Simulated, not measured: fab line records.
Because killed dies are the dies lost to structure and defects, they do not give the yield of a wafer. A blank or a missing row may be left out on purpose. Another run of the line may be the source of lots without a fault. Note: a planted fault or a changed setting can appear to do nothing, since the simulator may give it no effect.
Which tool is to blame? / flow sky130 / 24 lots with 72 wafers sampled at 5 steps, on a route of 708 steps

== WHAT THE GAUGES READ, wafer by wafer ==
SKY_VIA2_BOW_MEAS_03.
lot=L074; measured=day 34 20:43; on=filmMetro-01; VIA2_BOW (um)=87 80 85
lot=L075; measured=day 35 07:37; on=filmMetro-01; VIA2_BOW (um)=72 92 83
lot=L076; measured=day 35 13:40; on=filmMetro-01; VIA2_BOW (um)=92 87 85
lot=L077; measured=day 35 20:34; on=filmMetro-04; VIA2_BOW (um)=88 82 88
lot=L078; measured=day 36 03:24; on=filmMetro-04; VIA2_BOW (um)=88 81 79
lot=L079; measured=day 37 21:49; on=filmMetro-01; VIA2_BOW (um)=74 92 93
lot=L080; measured=day 37 22:50; on=filmMetro-01; VIA2_BOW (um)=92 80 82
lot=L081; measured=day 37 23:26; on=filmMetro-01; VIA2_BOW (um)=81 89 94
lot=L082; measured=day 38 01:44; on=filmMetro-01; VIA2_BOW (um)=94 82 95
lot=L084; measured=day 38 03:53; on=filmMetro-03; VIA2_BOW (um)=81 93 90
lot=L083; measured=day 38 09:36; on=filmMetro-03; VIA2_BOW (um)=78 91 86
lot=L086; measured=day 38 21:40; on=filmMetro-03; VIA2_BOW (um)=88 98 93
lot=L085; measured=day 39 04:27; on=filmMetro-04; VIA2_BOW (um)=86 80 82
lot=L087; measured=day 39 05:17; on=filmMetro-04; VIA2_BOW (um)=83 82 87
lot=L088; measured=day 39 22:13; on=filmMetro-03; VIA2_BOW (um)=81 80 85
lot=L089; measured=day 40 18:23; on=filmMetro-04; VIA2_BOW (um)=84 81 88
lot=L092; measured=day 41 06:08; on=filmMetro-03; VIA2_BOW (um)=87 82 78
lot=L091; measured=day 41 07:01; on=filmMetro-04; VIA2_BOW (um)=78 90 79
lot=L090; measured=day 41 07:25; on=filmMetro-04; VIA2_BOW (um)=87 76 91
lot=L093; measured=day 41 17:24; on=filmMetro-01; VIA2_BOW (um)=87 82 85
lot=L094; measured=day 41 22:04; on=filmMetro-03; VIA2_BOW (um)=82 84 70
lot=L095; measured=day 42 08:50; on=filmMetro-03; VIA2_BOW (um)=87 87 86
lot=L096; measured=day 42 09:05; on=filmMetro-03; VIA2_BOW (um)=86 77 86
lot=L097; measured=day 43 01:03; on=filmMetro-03; VIA2_BOW (um)=91 79 84

SKY_VIA2_OVL_MEAS_13.
lot=L074; measured=day 35 22:50; on=overlay-02; VIA2_OVL (nm)=-5 -12 -7
lot=L075; measured=day 36 08:52; on=overlay-02; VIA2_OVL (nm)=12 10 13
lot=L076; measured=day 36 15:08; on=overlay-02; VIA2_OVL (nm)=-11 -9 3
lot=L077; measured=day 36 22:05; on=overlay-01; VIA2_OVL (nm)=3 2 4
lot=L078; measured=day 37 05:08; on=overlay-01; VIA2_OVL (nm)=10 -2 7
lot=L079; measured=day 38 23:28; on=overlay-01; VIA2_OVL (nm)=-5 -1 -6
lot=L080; measured=day 39 00:20; on=overlay-02; VIA2_OVL (nm)=9 4 5
lot=L081; measured=day 39 00:50; on=overlay-01; VIA2_OVL (nm)=7 0 2
lot=L082; measured=day 39 03:31; on=overlay-01; VIA2_OVL (nm)=9 14 2
lot=L084; measured=day 39 05:20; on=overlay-01; VIA2_OVL (nm)=-2 -8 -7
lot=L083; measured=day 39 10:26; on=overlay-02; VIA2_OVL (nm)=4 2 5
lot=L086; measured=day 39 22:14; on=overlay-01; VIA2_OVL (nm)=7 -1 -1
lot=L085; measured=day 40 04:42; on=overlay-01; VIA2_OVL (nm)=-4 -4 -6
lot=L087; measured=day 40 05:23; on=overlay-02; VIA2_OVL (nm)=2 2 -6
lot=L088; measured=day 40 22:38; on=overlay-02; VIA2_OVL (nm)=7 6 10
lot=L089; measured=day 41 17:38; on=overlay-01; VIA2_OVL (nm)=-14 -1 -11
lot=L092; measured=day 42 06:01; on=overlay-02; VIA2_OVL (nm)=-7 -12 -5
lot=L091; measured=day 42 06:47; on=overlay-01; VIA2_OVL (nm)=-8 1 -7
lot=L090; measured=day 42 07:17; on=overlay-02; VIA2_OVL (nm)=-5 -8 -7
lot=L093; measured=day 42 15:14; on=overlay-02; VIA2_OVL (nm)=-4 -1 -8
lot=L094; measured=day 42 19:38; on=overlay-02; VIA2_OVL (nm)=2 3 8
lot=L095; measured=day 43 06:29; on=overlay-02; VIA2_OVL (nm)=4 7 0
lot=L096; measured=day 43 06:50; on=overlay-02; VIA2_OVL (nm)=0 -3 -6
lot=L097; measured=day 43 23:53; on=overlay-02; VIA2_OVL (nm)=4 16 8

SKY_CAPM_RS_MEAS_03: measurement is done with a four-point probe.
lot=L074; measured=day 36 00:37; on=filmMetro-01; CAPM_TIN_RS (ohm/sq)=6.77 6.78 6.83
lot=L075; measured=day 36 10:41; on=filmMetro-03; CAPM_TIN_RS (ohm/sq)=6.81 6.85 6.88
lot=L076; measured=day 36 16:53; on=filmMetro-01; CAPM_TIN_RS (ohm/sq)=6.87 6.87 6.89
lot=L077; measured=day 36 23:50; on=filmMetro-02; CAPM_TIN_RS (ohm/sq)=6.95 6.89 6.96
lot=L078; measured=day 37 06:53; on=filmMetro-01; CAPM_TIN_RS (ohm/sq)=6.91 6.87 6.87
lot=L079; measured=day 39 01:24; on=filmMetro-02; CAPM_TIN_RS (ohm/sq)=6.91 6.91 6.97
lot=L080; measured=day 39 02:05; on=filmMetro-01; CAPM_TIN_RS (ohm/sq)=6.86 6.88 6.90
lot=L081; measured=day 39 02:35; on=filmMetro-03; CAPM_TIN_RS (ohm/sq)=6.87 6.91 6.85
lot=L082; measured=day 39 05:17; on=filmMetro-03; CAPM_TIN_RS (ohm/sq)=6.93 6.93 6.94
lot=L084; measured=day 39 07:05; on=filmMetro-02; CAPM_TIN_RS (ohm/sq)=6.86 6.87 6.89
lot=L083; measured=day 39 12:13; on=filmMetro-01; CAPM_TIN_RS (ohm/sq)=6.87 6.83 6.85
lot=L086; measured=day 39 23:59; on=filmMetro-02; CAPM_TIN_RS (ohm/sq)=6.92 6.85 6.93
lot=L085; measured=day 40 06:32; on=filmMetro-01; CAPM_TIN_RS (ohm/sq)=6.88 6.84 6.87
lot=L087; measured=day 40 07:11; on=filmMetro-01; CAPM_TIN_RS (ohm/sq)=6.80 6.87 6.85
lot=L088; measured=day 41 00:54; on=filmMetro-03; CAPM_TIN_RS (ohm/sq)=6.90 6.93 6.88
lot=L089; measured=day 41 19:28; on=filmMetro-03; CAPM_TIN_RS (ohm/sq)=6.90 6.91 6.93
lot=L092; measured=day 42 10:05; on=filmMetro-02; CAPM_TIN_RS (ohm/sq)=6.84 6.89 6.90
lot=L091; measured=day 42 10:38; on=filmMetro-02; CAPM_TIN_RS (ohm/sq)=6.96 6.98 6.96
lot=L090; measured=day 42 11:13; on=filmMetro-03; CAPM_TIN_RS (ohm/sq)=6.89 6.93 6.91
lot=L093; measured=day 42 17:04; on=filmMetro-03; CAPM_TIN_RS (ohm/sq)=6.80 6.84 6.82
lot=L094; measured=day 42 21:26; on=filmMetro-01; CAPM_TIN_RS (ohm/sq)=6.87 6.88 6.88
lot=L095; measured=day 43 08:19; on=filmMetro-01; CAPM_TIN_RS (ohm/sq)=6.72 6.75 6.73
lot=L096; measured=day 43 08:36; on=filmMetro-01; CAPM_TIN_RS (ohm/sq)=6.76 6.80 6.80
lot=L097; measured=day 44 01:38; on=filmMetro-01; CAPM_TIN_RS (ohm/sq)=6.98 7.02 6.94

== EACH LOT AND THE TOOL THAT RAN IT (in order: tool; ch and the chambers of the sampled wafers; start) ==
lot=L074; SKY_METAL1_SPUTTER_01=pvdSputter-01, day 31 08:01; SKY_VIA2_CVD_21=cvdW-01 ch 0,1, day 35 23:38
lot=L075; SKY_METAL1_SPUTTER_01=pvdSputter-01, day 31 19:47; SKY_VIA2_CVD_21=cvdW-02 ch 0,1, day 36 09:44
lot=L076; SKY_METAL1_SPUTTER_01=pvdSputter-01, day 32 01:58; SKY_VIA2_CVD_21=cvdW-01 ch 0,1, day 36 15:55
lot=L077; SKY_METAL1_SPUTTER_01=pvdSputter-01, day 32 07:12; SKY_VIA2_CVD_21=cvdW-02 ch 0,1, day 36 22:52
lot=L078; SKY_METAL1_SPUTTER_01=pvdSputter-01, day 32 14:13; SKY_VIA2_CVD_21=cvdW-01 ch 0,1, day 37 05:56
lot=L079; SKY_METAL1_SPUTTER_01=pvdSputter-01, day 34 10:16; SKY_VIA2_CVD_21=cvdW-02 ch 0,1, day 39 00:16
lot=L080; SKY_METAL1_SPUTTER_01=pvdSputter-01, day 34 12:11; SKY_VIA2_CVD_21=cvdW-02 ch 0,1, day 39 01:07
lot=L081; SKY_METAL1_SPUTTER_01=pvdSputter-04, day 34 13:04; SKY_VIA2_CVD_21=cvdW-02 ch 0,1, day 39 01:38
lot=L082; SKY_METAL1_SPUTTER_01=pvdSputter-03, day 34 15:36; SKY_VIA2_CVD_21=cvdW-02 ch 0,1, day 39 04:18
lot=L084; SKY_METAL1_SPUTTER_01=pvdSputter-03, day 34 19:04; SKY_VIA2_CVD_21=cvdW-01 ch 0, day 39 06:07
lot=L083; SKY_METAL1_SPUTTER_01=pvdSputter-04, day 34 22:37; SKY_VIA2_CVD_21=cvdW-01 ch 0,1, day 39 11:16
lot=L086; SKY_METAL1_SPUTTER_01=pvdSputter-01, day 35 11:07; SKY_VIA2_CVD_21=cvdW-02 ch 0,1, day 39 23:02
lot=L085; SKY_METAL1_SPUTTER_01=pvdSputter-04, day 35 18:26; SKY_VIA2_CVD_21=cvdW-02 ch 0,1, day 40 05:34
lot=L087; SKY_METAL1_SPUTTER_01=pvdSputter-04, day 35 20:16; SKY_VIA2_CVD_21=cvdW-02 ch 0,1, day 40 06:13
lot=L088; SKY_METAL1_SPUTTER_01=pvdSputter-04, day 36 13:02; SKY_VIA2_CVD_21=cvdW-02 ch 0,1, day 40 23:56
lot=L089; SKY_METAL1_SPUTTER_01=pvdSputter-03, day 37 11:28; SKY_VIA2_CVD_21=cvdW-01 ch 0,1, day 41 18:29
lot=L092; SKY_METAL1_SPUTTER_01=pvdSputter-01, day 37 23:22; SKY_VIA2_CVD_21=cvdW-01 ch 0,1, day 42 06:52
lot=L091; SKY_METAL1_SPUTTER_01=pvdSputter-04, day 38 00:28; SKY_VIA2_CVD_21=cvdW-01 ch 0,1, day 42 07:34
lot=L090; SKY_METAL1_SPUTTER_01=pvdSputter-01, day 38 00:41; SKY_VIA2_CVD_21=cvdW-01 ch 0,1, day 42 08:11
lot=L093; SKY_METAL1_SPUTTER_01=pvdSputter-03, day 38 11:37; SKY_VIA2_CVD_21=cvdW-01 ch 0,1, day 42 16:05
lot=L094; SKY_METAL1_SPUTTER_01=pvdSputter-03, day 38 16:34; SKY_VIA2_CVD_21=cvdW-01 ch 0,1, day 42 20:29
lot=L095; SKY_METAL1_SPUTTER_01=pvdSputter-01, day 39 00:46; SKY_VIA2_CVD_21=cvdW-02 ch 0,1, day 43 07:22
lot=L096; SKY_METAL1_SPUTTER_01=pvdSputter-04, day 39 01:10; SKY_VIA2_CVD_21=cvdW-01 ch 0,1, day 43 07:38
lot=L097; SKY_METAL1_SPUTTER_01=pvdSputter-04, day 39 20:56; SKY_VIA2_CVD_21=cvdW-01 ch 0,1, day 44 00:40
- SKY_METAL1_SPUTTER_01: material TiN, target thk 20 nm, time 16.7 s.
- SKY_VIA2_CVD_21: deposits W, target thk 420 nm, time 126.4 s.

== AS READ BY THE TOOLS THEMSELVES (means over the sampled wafers that have a number; for cases with no such wafer, the mark the record gives instead) ==
SKY_METAL1_SPUTTER_01.
lot=L074; tool=pvdSputter-01; throttleValvePct (%)=30.0
lot=L075; tool=pvdSputter-01; throttleValvePct (%)=29.6
lot=L076; tool=pvdSputter-01; throttleValvePct (%)=29.8
lot=L077; tool=pvdSputter-01; throttleValvePct (%)=29.6
lot=L078; tool=pvdSputter-01; throttleValvePct (%)=30.0
lot=L079; tool=pvdSputter-01; throttleValvePct (%)=30.0
lot=L080; tool=pvdSputter-01; throttleValvePct (%)=29.8
lot=L081; tool=pvdSputter-04; throttleValvePct (%)=30.3
lot=L082; tool=pvdSputter-03; throttleValvePct (%)=29.1
lot=L084; tool=pvdSputter-03; throttleValvePct (%)=28.6
lot=L083; tool=pvdSputter-04; throttleValvePct (%)=30.2
lot=L086; tool=pvdSputter-01; throttleValvePct (%)=29.7
lot=L085; tool=pvdSputter-04; throttleValvePct (%)=29.2
lot=L087; tool=pvdSputter-04; throttleValvePct (%)=28.0
lot=L088; tool=pvdSputter-04; throttleValvePct (%)=30.1
lot=L089; tool=pvdSputter-03; throttleValvePct (%)=29.1
lot=L092; tool=pvdSputter-01; throttleValvePct (%)=29.7
lot=L091; tool=pvdSputter-04; throttleValvePct (%)=29.4
lot=L090; tool=pvdSputter-01; throttleValvePct (%)=29.5
lot=L093; tool=pvdSputter-03; throttleValvePct (%)=29.5
lot=L094; tool=pvdSputter-03; throttleValvePct (%)=29.5
lot=L095; tool=pvdSputter-01; throttleValvePct (%)=29.9
lot=L096; tool=pvdSputter-04; throttleValvePct (%)=29.3
lot=L097; tool=pvdSputter-04; throttleValvePct (%)=30.4

SKY_VIA2_CVD_21.
lot=L074; tool=cvdW-01; heaterPowerW (W)=799
lot=L075; tool=cvdW-02; heaterPowerW (W)=732
lot=L076; tool=cvdW-01; heaterPowerW (W)=790
lot=L077; tool=cvdW-02; heaterPowerW (W)=796
lot=L078; tool=cvdW-01; heaterPowerW (W)=776
lot=L079; tool=cvdW-02; heaterPowerW (W)=727
lot=L080; tool=cvdW-02; heaterPowerW (W)=731
lot=L081; tool=cvdW-02; heaterPowerW (W)=736
lot=L082; tool=cvdW-02; heaterPowerW (W)=724
lot=L084; tool=cvdW-01; heaterPowerW (W)=715
lot=L083; tool=cvdW-01; heaterPowerW (W)=717
lot=L086; tool=cvdW-02; heaterPowerW (W)=781
lot=L085; tool=cvdW-02; heaterPowerW (W)=730
lot=L087; tool=cvdW-02; heaterPowerW (W)=792
lot=L088; tool=cvdW-02; heaterPowerW (W)=785
lot=L089; tool=cvdW-01; heaterPowerW (W)=697
lot=L092; tool=cvdW-01; heaterPowerW (W)=696
lot=L091; tool=cvdW-01; heaterPowerW (W)=699
lot=L090; tool=cvdW-01; heaterPowerW (W)=707
lot=L093; tool=cvdW-01; heaterPowerW (W)=714
lot=L094; tool=cvdW-01; heaterPowerW (W)=704
lot=L095; tool=cvdW-02; heaterPowerW (W)=794
lot=L096; tool=cvdW-01; heaterPowerW (W)=702
lot=L097; tool=cvdW-01; heaterPowerW (W)=700

== THE ANSWER, worked out from the rows above alone ==
Rule: usual is defined by the lots themselves. The widest of any qualifying gaps counts: lots, ordered by their means at a reading, are off when they make up no more than a third of the lots, leave a main group of 4 or more, and stand apart from it by 3 or more times the standard deviation of that group's means. If all means in a main group match to the digits the tables above print for the reading, that group is not used. Also off: a lot with no number at a reading for which 4 or more lots have one. Any other lot the step has rows for is counted as sound. Order of review: gauges by route order, followed by the tools' own readings, for which a lot's mean as printed above is used. At the first step where some lot is off, the reading lying furthest off is the one used; lots without a number count as furthest.
Nothing can be told from this: no lot is off at any reading shown.

== WHAT THE SIMULATOR PUT IN ==
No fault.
